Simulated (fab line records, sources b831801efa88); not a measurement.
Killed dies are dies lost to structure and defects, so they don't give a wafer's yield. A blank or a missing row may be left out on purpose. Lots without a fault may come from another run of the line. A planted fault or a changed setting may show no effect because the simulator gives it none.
fab line records | flow sky130 | part 2 of 2: steps 30 to 40 of 40
record lots=5 wafers=15 last_day=50
route steps=708 shown VIA4@639 METAL5@661
lots that met no fault: from a run of the same line without faults
start_h: hours from the record's first day to the start of the lot's first wafer shown | wait_h: hours since the lot's step before | " the same as in the row above | L1.1+2: a row that stands for several wafers | - no value, or no start given | * or withheld: withheld | < > ~ a bound
route shown NAME@n: a module of which the file shows steps, and the number in the route of the first | usual: mean/standard deviation of fault-free wafers | same: alike in all rows | chamber/n: place in a boat | sites: the reading at each site | _std_site: their standard deviation | _edge_site: outer sites' mean less inner sites' | radius_mm: how far each site lies from the wafer's centre | mask NAME#n: copy n | behind: the tool/chamber that last shaped the wafer | hold: why the lot was held/for how many hours/how that ended | device: the transistor (n, p or np) that didn't switch | end of line: the same wafers' tests at the end of the route | a step without rows: its recipe alone | killed: dies lost to structure and defects at the first sort, not the wafer's yield | map: a wafer's dies, x killed, . not, _ none there
set.NAME: the setting as run; set.NAME@STEP: as run at that earlier step | model.NAME: the simulator's own value behind a step, which no gauge read
lots at some steps of the route; a table a step, a row a wafer
services: from which hour (start_h, from the record's first day; less than 0 if before it) a tool's chamber was out of use, for how many hours, and why
## steps
# step SKY_METAL5_DEHYDRATE_07
# recipe temp_c=200 time_s=60
# columns lot.wafer tool chamber start_h wait_h
L079.3+5+6 litho_track-04 0 1051.47 10.6
L092.3+4+6 litho_track-02 0 1125.86 8.6
L093.1+4+5 litho_track-01 0 1131.17 9.3
L096.2+4+5 litho_track-01 0 1153.90 8.9
L097.1+5+6 litho_track-02 0 1159.16 8.5
# step SKY_METAL5_HMDS_08
# recipe prime_time_s=60 prime_temp_c=120
# columns lot.wafer tool chamber start_h wait_h
L079.3+5+6 litho_track-04 0 1051.62 0.1
L092.3+4+6 litho_track-02 0 1126.01 0.1
L093.1+4+5 litho_track-01 0 1131.32 0.1
L096.2+4+5 litho_track-01 0 1154.05 0.1
L097.1+5+6 litho_track-02 0 1159.31 0.1
# step SKY_METAL5_COAT_09
# recipe resist=NOVOLAK spin_rpm=3000 resist_thk_nm=1800
# columns lot.wafer tool chamber start_h wait_h
L079.3+5+6 litho_track-04 0 1051.77 0.1
L092.3+4+6 litho_track-02 0 1126.16 0.1
L093.1+4+5 litho_track-01 0 1131.47 0.1
L096.2+4+5 litho_track-01 0 1154.20 0.1
L097.1+5+6 litho_track-02 0 1159.46 0.1
# step SKY_METAL5_SOFTBAKE_10
# recipe temp_c=90 time_s=60 resist=NOVOLAK
# columns lot.wafer tool chamber start_h wait_h
L079.3+5+6 litho_track-04 0 1051.92 0.1
L092.3+4+6 litho_track-02 0 1126.31 0.1
L093.1+4+5 litho_track-01 0 1131.62 0.1
L096.2+4+5 litho_track-01 0 1154.35 0.1
L097.1+5+6 litho_track-02 0 1159.61 0.1
# step SKY_METAL5_EXPOSE_11
# recipe mask_id=MM5 na=0.6 source_shape=conventional sigma_outer=0.6 polarization=unpolarized target_cd_nm=1600 dose_mj=190
# usual focus_offset_nm=0.1/0.48
# same sigma_outer=0.6
# columns lot.wafer tool chamber start_h wait_h mask focus_offset_nm
L079.3 iline_stepper-01 0 - - MM5#0 0.4
L079.5 " 0 " " MM5#0 -1.1
L079.6 " 0 " " MM5#0 0.6
L092.3 iline_stepper-01 0 - - MM5#0 0.4
L092.4 " 0 " " MM5#0 -0.6
L092.6 " 0 " " MM5#0 -0.4
L093.1 iline_stepper-01 0 - - MM5#0 -0.2
L093.4 " 0 " " MM5#0 0.3
L093.5 " 0 " " MM5#0 0.3
L096.2 iline_stepper-02 0 - - MM5#0 0.2
L096.4 " 0 " " MM5#0 0.1
L096.5 " 0 " " MM5#0 0.4
L097.1 iline_stepper-02 0 - - MM5#0 0.2
L097.5 " 0 " " MM5#0 0.5
L097.6 " 0 " " MM5#0 -0.4
# step SKY_METAL5_PEB_12
# recipe temp_c=withheld time_s=* resist=NOVOLAK
# columns lot.wafer tool chamber start_h wait_h
L079.3+5+6 litho_track-02 0 - -
L092.3+4+6 litho_track-02 0 - -
L093.1+4+5 litho_track-04 0 - -
L096.2+4+5 litho_track-04 0 - -
L097.1+5+6 litho_track-04 0 - -
# step SKY_METAL5_DEVELOP_13
# recipe resist=NOVOLAK developer=TMAH develop_time_s=60 dev_temp_c=23
# columns lot.wafer tool chamber start_h wait_h
L079.3+5+6 litho_track-02 0 1063.01 0.1
L092.3+4+6 litho_track-02 0 1136.31 0.1
L093.1+4+5 litho_track-04 0 1140.72 0.1
L096.2+4+5 litho_track-04 0 1162.50 0.1
L097.1+5+6 litho_track-04 0 1167.88 0.1
# step SKY_METAL5_DESCUM_14
# recipe chemistry=O2 source_power_w=150 bias_power_w=0 pressure_mtorr=10 temp_c=40 time_s=11
# usual drypump_motor_current_A=5.2/0.36 oes_product_au=1.000/0.0072
# columns lot.wafer tool chamber start_h wait_h drypump_motor_current_A oes_product_au rf_hours_counter_h
L079.3 rie_metal-03 0 1063.13 0.1 5.4 1.000 -
L079.5 " 0 " " 5.4 0.995 -
L079.6 " 0 " " 5.4 0.996 -
L092.3 rie_metal-04 0 1136.42 0.1 4.9 1.002 -
L092.4 " 1 " " 4.7 1.004 -
L092.6 " 1 " " 4.7 1.000 -
L093.1 rie_metal-01 0 1140.87 0.1 6.0 1.017 9
L093.4 " 0 " " 6.0 1.021 -
L093.5 " 0 " " 6.0 1.018 -
L096.2 rie_metal-04 0 1162.62 0.1 4.9 0.995 26
L096.4 " 0 " " 4.9 1.001 -
L096.5 " 0 " " 4.9 0.999 -
L097.1 rie_metal-03 0 1168.03 0.1 5.4 0.999 32
L097.5 " 1 " " 5.7 1.007 -
L097.6 " 0 " " 5.4 0.996 -
# step SKY_METAL5_METAL_ETCH_15
# recipe target_depth_a=12600 stop_on=SiO2 over_etch_frac=0.2 time_s=252 chemistry=Cl2/BCl3 resist_sidewall_deg=86 pressure_mtorr=10 icp_w=900 bias_w=48.5 Cl2_flow_sccm=60 bcl3_flow_sccm=30
# usual bcl3_flow_sccm=30.00/0.094 drypump_motor_current_A=5.2/0.36 oes_product_au=0.896/0.0052 throttle_valve_pct=22.263/0.0089
# columns lot.wafer tool chamber start_h wait_h bcl3_flow_sccm drypump_motor_current_A oes_product_au rf_hours_counter_h throttle_valve_pct
L079.3 rie_metal-03 0 1063.33 0.2 30.07 5.4 0.896 - 22.255
L079.5 " 0 " " 29.93 5.4 0.903 - 22.277
L079.6 " 0 " " 30.05 5.4 0.895 - 22.254
L092.3 rie_metal-04 0 1136.52 0.1 29.87 4.9 0.892 - 22.252
L092.4 " 1 " " 30.07 4.7 0.894 - 22.263
L092.6 " 1 " " 30.01 4.7 0.901 - 22.269
L093.1 rie_metal-01 0 1140.92 0.0 29.95 5.9 0.895 9 22.260
L093.4 " 0 " " 29.90 5.9 0.887 - 22.273
L093.5 " 0 " " 30.02 5.9 0.901 - 22.271
L096.2 rie_metal-04 0 1162.66 0.0 30.16 4.9 0.897 26 22.279
L096.4 " 0 " " 30.14 4.9 0.903 - 22.258
L096.5 " 0 " " 30.04 4.9 0.897 - 22.262
L097.1 rie_metal-03 0 1168.06 0.0 30.10 5.4 0.897 32 22.252
L097.5 " 1 " " 29.81 5.7 0.895 - 22.267
L097.6 " 0 " " 30.10 5.4 0.895 - 22.256
# step SKY_METAL5_STRIP_16
# recipe chemistry=O2/N2 power_w=1400 pressure_mtorr=1500 platen_temp_c=withheld o2_flow_sccm=3000 n2_flow_sccm=300 overash_fraction=0.5
# usual drypump_motor_current_A=5.6/0.49 oes_product_au=0.710/0.0046 strip_time_to_endpoint_s=13.05/0.11
# columns lot.wafer tool chamber start_h wait_h drypump_motor_current_A oes_product_au rf_hours_counter_h strip_time_to_endpoint_s
L079.3 plasma_asher-04 0 1063.68 0.3 5.9 0.702 - 12.90
L079.5 " 1 " " 4.7 0.705 - 13.00
L079.6 " 0 " " 5.9 0.704 - 12.89
L092.3 plasma_asher-03 1 1136.71 0.1 5.3 0.712 - 13.06
L092.4 " 0 " " 5.5 0.707 - 13.11
L092.6 " 0 " " 5.5 0.706 - 13.10
L093.1 plasma_asher-03 0 1141.23 0.2 5.5 0.708 7 12.90
L093.4 " 1 " " 5.3 0.710 - 12.84
L093.5 " 1 " " 5.3 0.706 - 12.92
L096.2 plasma_asher-02 0 1162.89 0.2 6.3 0.701 73 13.09
L096.4 " 0 " " 6.3 0.704 - 12.98
L096.5 " 0 " " 6.3 0.710 - 12.98
L097.1 plasma_asher-04 0 1168.29 0.2 5.9 0.716 104 13.02
L097.5 " 0 " " 5.9 0.711 - 12.96
L097.6 " 1 " " 4.7 0.701 - 13.12
# step SKY_METAL5_STRIP_17
# recipe chemistry=post_etch_residue_remover time_s=1200 temp_c=72.5
# columns lot.wafer tool chamber start_h wait_h
L079.3+5+6 wet_bench-02 3 1063.75 0.0
L092.3+4+6 wet_bench-01 0 1136.81 0.1
L093.1+4+5 wet_bench-02 3 1141.33 0.1
L096.2+4+5 wet_bench-01 2 1162.99 0.1
L097.1+5+6 wet_bench-02 1 1168.39 0.1
## services
# columns tool chamber start_h hours kind
hdpcvd-02 0 996.71 4.5 repair
rie_diel-03 3 1003.83 4.1 repair
plasma_asher-02 - 1008.71 3.3 repair
cmp-02 - 1009.53 1.1 repair
cmp-02 - 1009.97 4.2 repair
iline_stepper-01 - 1025.34 1.7 pm
rie_metal-01 0 1032.29 6.4 repair
hdpcvd-01 0 1032.65 19.8 repair
rie_metal-03 - 1047.51 0.3 repair
iline_stepper-02 - 1053.03 0.8 pm
pvd_sputter-01 - 1053.21 12.4 repair
rie_metal-03 1 1053.22 110.0 repair
plasma_asher-03 - 1055.25 9.0 pm
hdpcvd-02 - 1059.06 3.0 repair
hdpcvd-02 - 1066.02 3.0 repair
cmp-02 - 1076.67 0.2 repair
cmp-01 - 1084.00 4.0 pm
pvd_sputter-02 - 1085.34 2.5 repair
cmp-01 - 1091.28 5.5 pm
pvd_sputter-03 - 1105.30 1.7 repair
pvd_sputter-03 - 1124.21 0.6 repair
cmp-02 - 1136.15 5.0 pm
plasma_asher-04 - 1140.02 2.8 pm
rie_metal-03 0 1161.74 1.8 repair
